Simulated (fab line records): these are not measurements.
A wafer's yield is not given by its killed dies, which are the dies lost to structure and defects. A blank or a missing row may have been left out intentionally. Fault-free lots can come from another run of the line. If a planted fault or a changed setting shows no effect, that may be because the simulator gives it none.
A lot that was struck, set against a sound lot | flow sfq-line | 41 steps out of a route of 325
Sound: wafers L699.1, L699.2, L699.5. Struck: wafers L709.2, L709.3, L709.4. At the end, the cause is stated.
Order at every step that has rows: each side's tool, ch and its chambers, its first start. Under that, the readings that differ: sound wafers | struck wafers | difference of the means | sigmas: that difference in standard deviations of wafers without a fault.
alike: readings with means less than 2 such deviations apart, plus words and numbers identical on both sides. not compared: withheld readings, readings lacking a value on some wafer, bounds such as >300 that could conceal the same value, and numbers that have no deviation in the record and whose values overlap.
A row with sigmas, a row that says differs or no value, or rows on one side alone: a step with any of these is where the two part. When numbers do not overlap yet have no deviation, they are printed without sigmas and do not part them. A reading that every wafer of one side lacks parts them only if that side has two wafers or more.

SFQ_C5_OVL_MEAS_937:
  sound on overlay-01 at day 67 16:32; struck on overlay-02 at day 70 23:49
  alike: C5_OVL
then, 1 step without rows for these wafers: SFQ_TRILAYER_C5_BARC_OPEN_VIA_ETCH_210 (etches BARC in O2, target depth 125 nm, time 41.7 s).
SFQ_TRILAYER_C5_ETCH_VIA_ETCH_154: etches SiO2 in CHF3, stops on Nb, target depth 84 nm.
  sound on rie-diel-02 ch 0,1,2, day 67 16:37; struck on rie-diel-02 ch 0,1,2, day 70 23:53
  alike: drypump-motor-current-A, oes-product-au
then, 3 steps without rows for these wafers: SFQ_TRILAYER_C5_STRIP_STRIP_155 (strips in O2); SFQ_TRILAYER_C5_STRIP_SOLV_CLEAN_156 (cleans in NMP, time 600 s); SFQ_TRILAYER_M6_DEP_PRE_CLEAN_158 (time 22.5 s).
SFQ_TRILAYER_M6_DEP_SPUTTER_157: material Nb, target thk 200 nm, time 133.3 s.
  sound on pvd-sputter-06 at day 67 17:28; struck on pvd-sputter-06 at day 71 00:44
  alike: throttle-valve-pct
SFQ_M6_RS_MEAS_938: uses a four-point probe to measure.
  sound on film-metro-02 at day 67 17:33; struck on film-metro-01 at day 71 00:50
  reading           | sound             | struck            | difference | sigmas
  M6_NB_RS (ohm/sq) | 0.880 0.890 0.884 | 0.907 0.905 0.912 | +0.023     | +3
then, 3 steps without rows for these wafers: SFQ_TRILAYER_M6_LITHO_COAT_164 (resist thk 62 nm); SFQ_TRILAYER_M6_LITHO_COAT_159 (resist thk 600 nm); SFQ_TRILAYER_M6_LITHO_SOFTBAKE_163.
SFQ_TRILAYER_M6_LITHO_EXPOSE_160: exposes mask M6, target cd 500 nm.
  sound on krf-scanner-01 ch 0, day 69 05:52; struck on krf-scanner-01 ch 0, day 72 04:30
  reading              | sound                | struck            | difference | sigmas
  exposure-dose-mJ-cm2 | 14.406 14.382 14.395 | 9.939 9.920 9.937 | -4.462     | -99 or more
  alike: mask
then, 2 steps without rows for these wafers: SFQ_TRILAYER_M6_LITHO_PEB_162 (peb time 60 s); SFQ_TRILAYER_M6_LITHO_DEVELOP_161 (time 60 s).
SFQ_M6_OVL_MEAS_940:
  sound on overlay-01 at day 69 07:22; struck on overlay-01 at day 72 05:49
  alike: M6_OVL
SFQ_TRILAYER_M6_BARC_OPEN_METAL_ETCH_206: etches BARC in O2, target depth 125 nm, time 41.7 s.
  sound on rie-metal-01 ch 0,1, day 69 07:24; struck on rie-metal-03 ch 0,1, day 72 05:50
  reading             | sound             | struck            | difference | sigmas
  model.M6.cd-nm (nm) | 499.8 501.3 500.8 | 559.8 561.4 560.6 | +60.0      |
  alike: drypump-motor-current-A, oes-product-au
  not compared: rf-hours-counter-h
SFQ_TRILAYER_M6_ETCH_METAL_ETCH_162: etches Nb in Cl2/Ar, stops on SiO2, target depth 240 nm, time 120 s.
  sound on rie-metal-01 ch 0,1, day 69 07:28; struck on rie-metal-03 ch 0,1, day 72 05:54
  reading             | sound           | struck          | difference | sigmas
  model.M6.cd-nm (nm) | 498.7 501 499.6 | 559.8 562.5 562 | +61.7      |
  alike: drypump-motor-current-A, oes-product-au
  not compared: rf-hours-counter-h
then, 3 steps without rows for these wafers: SFQ_TRILAYER_M6_STRIP_STRIP_163 (strips in O2); SFQ_TRILAYER_M6_STRIP_SOLV_CLEAN_164 (cleans in NMP, time 600 s); SFQ_TRILAYER_I6_DEP_PECVD_165 (deposits SiO2 from SiH4/N2O, time 111.11 s, target thk 500 nm).
SFQ_TRILAYER_I6_CMP_CMP_166: polishes SiO2.
  sound on cmp-01 ch 0,2, day 69 12:26; struck on cmp-01 ch 0,1,3, day 72 08:05
  alike: edge-zone-pressure-frac, motor-current-A, time-to-endpoint-s
SFQ_I6_BOW_MEAS_941:
  sound on film-metro-02 at day 69 15:26; struck on film-metro-02 at day 72 11:06
  alike: I6_BOW
then, 7 steps without rows for these wafers: SFQ_TRILAYER_I6_METRO_MEASURE_167; SFQ_TRILAYER_I6_VIA_LITHO_COAT_174 (resist thk 62 nm); SFQ_TRILAYER_I6_VIA_LITHO_COAT_169 (resist thk 650 nm); SFQ_TRILAYER_I6_VIA_LITHO_SOFTBAKE_173; SFQ_TRILAYER_I6_VIA_LITHO_EXPOSE_170 (exposes mask I6, target cd 700 nm); SFQ_TRILAYER_I6_VIA_LITHO_PEB_172 (peb time 60 s); SFQ_TRILAYER_I6_VIA_LITHO_DEVELOP_171 (time 60 s).
SFQ_I6_OVL_MEAS_942:
  sound on overlay-01 at day 70 16:58; struck on overlay-02 at day 73 08:01
  alike: I6_OVL
SFQ_TRILAYER_I6_VIA_BARC_OPEN_VIA_ETCH_235: etches BARC in O2, target depth 125 nm, time 41.7 s.
  sound on rie-diel-03 ch 0,1,2, day 70 17:00; struck on rie-diel-03 ch 0,1,2, day 73 08:02
  alike: drypump-motor-current-A, oes-product-au
  not compared: rf-hours-counter-h
SFQ_TRILAYER_I6_VIA_ETCH_VIA_ETCH_172: etches SiO2 in CHF3, stops on Nb, target depth 260 nm.
  sound on rie-diel-03 ch 0,1,2, day 70 17:02; struck on rie-diel-03 ch 0,1,2, day 73 08:05
  alike: drypump-motor-current-A, oes-product-au
then, 4 steps without rows for these wafers: SFQ_TRILAYER_I6_VIA_STRIP_STRIP_173 (strips in O2); SFQ_TRILAYER_I6_VIA_STRIP_SOLV_CLEAN_174 (cleans in NMP, time 600 s); SFQ_TRILAYER_M7_DEP_PRE_CLEAN_176 (time 22.5 s); SFQ_TRILAYER_M7_DEP_SPUTTER_175 (material Nb, target thk 200 nm, time 133.3 s).
SFQ_M7_RS_MEAS_943: uses a four-point probe to measure.
  sound on film-metro-04 at day 70 18:03; struck on film-metro-03 at day 73 09:07
  alike: M7_NB_RS
then, 3 steps without rows for these wafers: SFQ_TRILAYER_M7_LITHO_COAT_182 (resist thk 62 nm); SFQ_TRILAYER_M7_LITHO_COAT_177 (resist thk 600 nm); SFQ_TRILAYER_M7_LITHO_SOFTBAKE_181.
-- the record jumps here: 8 days lie between the struck wafers' starts before and after --
SFQ_M8_BOW_MEAS_951:
  sound on film-metro-02 at day 76 15:58; struck on film-metro-01 at day 81 05:56
  reading               | sound             | struck            | difference | sigmas
  model.etest.m6.ohm-um | 1.766 1.776 1.768 | 1.621 1.602 1.623 | -0.155     |
  alike: M8_BOW

== WHERE THEY PART ==
At SFQ_M6_RS_MEAS_938 first; at SFQ_TRILAYER_M6_LITHO_EXPOSE_160 last (within this record only). Later steps at which nothing parts them and some readings are alike: SFQ_M6_OVL_MEAS_940, SFQ_TRILAYER_M6_BARC_OPEN_METAL_ETCH_206, SFQ_TRILAYER_M6_ETCH_METAL_ETCH_162, SFQ_TRILAYER_I6_CMP_CMP_166, SFQ_I6_BOW_MEAS_941, SFQ_I6_OVL_MEAS_942, SFQ_TRILAYER_I6_VIA_BARC_OPEN_VIA_ETCH_235, SFQ_TRILAYER_I6_VIA_ETCH_VIA_ETCH_172, SFQ_M7_RS_MEAS_943, SFQ_M8_BOW_MEAS_951.

WHY: whatever the simulator had introduced
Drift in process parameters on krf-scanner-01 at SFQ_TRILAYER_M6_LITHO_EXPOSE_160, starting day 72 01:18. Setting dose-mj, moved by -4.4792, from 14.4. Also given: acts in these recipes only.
